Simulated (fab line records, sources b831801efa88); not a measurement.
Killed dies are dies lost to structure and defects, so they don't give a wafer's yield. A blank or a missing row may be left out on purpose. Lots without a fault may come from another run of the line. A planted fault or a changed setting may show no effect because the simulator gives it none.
Chamber matching | flow gf180mcu | GF_V4_CMP_26 on cmp-02: 4 sister chambers
The step polishes, stops on SiO2, t overpolish 15 s, target thk 0 nm. 39 wafers are shown with their chamber, then 12 later ones without.

WAFERS WITH THEIR CHAMBER
wafer  | chamber | motor_current_A (A) | time_to_endpoint_s (s) | overpolish_run_s (s)
L075.2 | 1       | 9.6                 | 86.7                   | 15.009
L075.3 | 3       | 10.7                | 87.8                   | 15.001
L075.5 | 0       | 9.7                 | 89.1                   | 15.021
L077.2 | 1       | 9.5                 | 82.5                   | 15.002
L077.3 | 0       | 10.1                | 83.9                   | 14.993
L077.6 | 2       | 12.6                | 79.8                   | 14.982
L079.3 | 3       | 11.0                | 85.5                   | 14.996
L079.4 | 0       | 9.9                 | 87.6                   | 14.978
L079.6 | 0       | 9.9                 | 83.8                   | 14.986
L079.1 | 2       | 13.2                | 83.6                   | 14.994
L079.2 | 1       | 9.4                 | 85.0                   | 15.004
L079.5 | 1       | 9.3                 | 82.8                   | 15.010
L082.2 | 3       | 11.2                | 82.8                   | 14.993
L082.3 | 2       | 12.3                | 78.0                   | 15.017
L082.5 | 2       | 12.0                | 83.9                   | 14.992
L082.1 | 1       | 9.8                 | 81.4                   | 15.003
L082.4 | 0       | 9.9                 | 81.7                   | 14.996
L082.6 | 3       | 10.9                | 81.9                   | 15.007
L084.1 | 1       | 9.6                 | 89.2                   | 15.002
L084.3 | 0       | 10.2                | 88.3                   | 14.988
L084.4 | 2       | 12.8                | 83.7                   | 14.996
L086.1 | 0       | 9.8                 | 88.6                   | 15.017
L086.3 | 3       | 10.8                | 84.4                   | 15.007
L086.6 | 1       | 9.5                 | 87.6                   | 14.991
L087.2 | 2       | 12.7                | 83.1                   | 15.014
L087.4 | 0       | 9.9                 | 87.6                   | 14.998
L087.6 | 0       | 9.6                 | 88.9                   | 14.982
L088.2 | 2       | 13.0                | 88.0                   | 15.008
L088.4 | 0       | 9.8                 | 87.1                   | 14.986
L088.5 | 2       | 12.7                | 86.0                   | 14.995
L089.1 | 2       | 12.8                | 83.1                   | 14.997
L089.3 | 0       | 9.7                 | 87.0                   | 14.988
L089.6 | 3       | 11.0                | 85.8                   | 15.010
L090.2 | 1       | 9.7                 | 84.7                   | 15.005
L090.3 | 3       | 11.2                | 87.8                   | 14.999
L090.5 | 1       | 8.5                 | 87.4                   | 14.999
L091.1 | 3       | 10.5                | 87.4                   | 15.015
L091.4 | 0       | 9.1                 | 86.0                   | 15.026
L091.5 | 0       | 9.7                 | 84.4                   | 14.988

SIGNATURES (means of the wafers above)
reading            | chamber 0 | chamber 1 | chamber 2 | chamber 3 | scatter within a chamber
motor_current_A    | 9.792     | 9.433     | 12.678    | 10.912    | 0.313
time_to_endpoint_s | 86.462    | 85.256    | 83.244    | 85.425    | 2.55
overpolish_run_s   | 14.99592  | 15.00278  | 14.99944  | 15.00350  | 0.0114
Rule: a wafer's distance from a chamber is the root of the sum, over the readings, of the square of ((its reading less the chamber's mean) divided by the reading's scatter). The wafer belongs to the nearest chamber; if the next one is less than 2 further off, it can't be placed. The scatter: the root of (the sum of the squares of (reading less its chamber's mean) over the shown wafers, divided by (wafers less chambers)).

WAFERS WITHOUT THEIR CHAMBER
wafer  | motor_current_A (A) | time_to_endpoint_s (s) | overpolish_run_s (s)
L092.1 | 9.9                 | 91.8                   | 14.994
L092.2 | 12.3                | 85.7                   | 15.021
L092.3 | 11.5                | 86.2                   | 15.011
L093.2 | 11.1                | 84.6                   | 15.004
L093.4 | 9.4                 | 88.4                   | 15.002
L093.5 | 9.4                 | 85.1                   | 15.011
L094.1 | 12.8                | 80.6                   | 14.996
L094.4 | 10.0                | 83.4                   | 14.997
L094.6 | 12.4                | 80.9                   | 15.000
L094.2 | 9.1                 | 85.2                   | 14.994
L094.3 | 11.0                | 84.9                   | 15.010
L094.5 | 10.9                | 84.2                   | 15.003

WHICH CHAMBER EACH WENT THROUGH
wafer  | from the rows above          | in truth
L092.1 | can't be placed: 0 or 1      | 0
L092.2 | 2                            | 2
L092.3 | 3                            | 3
L093.2 | 3                            | 3
L093.4 | can't be placed: 1 or 0      | 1
L093.5 | can't be placed: 1 or 0      | 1
L094.1 | 2                            | 2
L094.4 | can't be placed: 0 or 1 or 3 | 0
L094.6 | 2                            | 2
L094.2 | can't be placed: 1 or 0      | 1
L094.3 | 3                            | 3
L094.5 | 3                            | 3
Placed correctly: 7 of 12. Can't be placed from these rows: 5 (the true chamber is among the candidates in 5). Placed wrongly: 0.
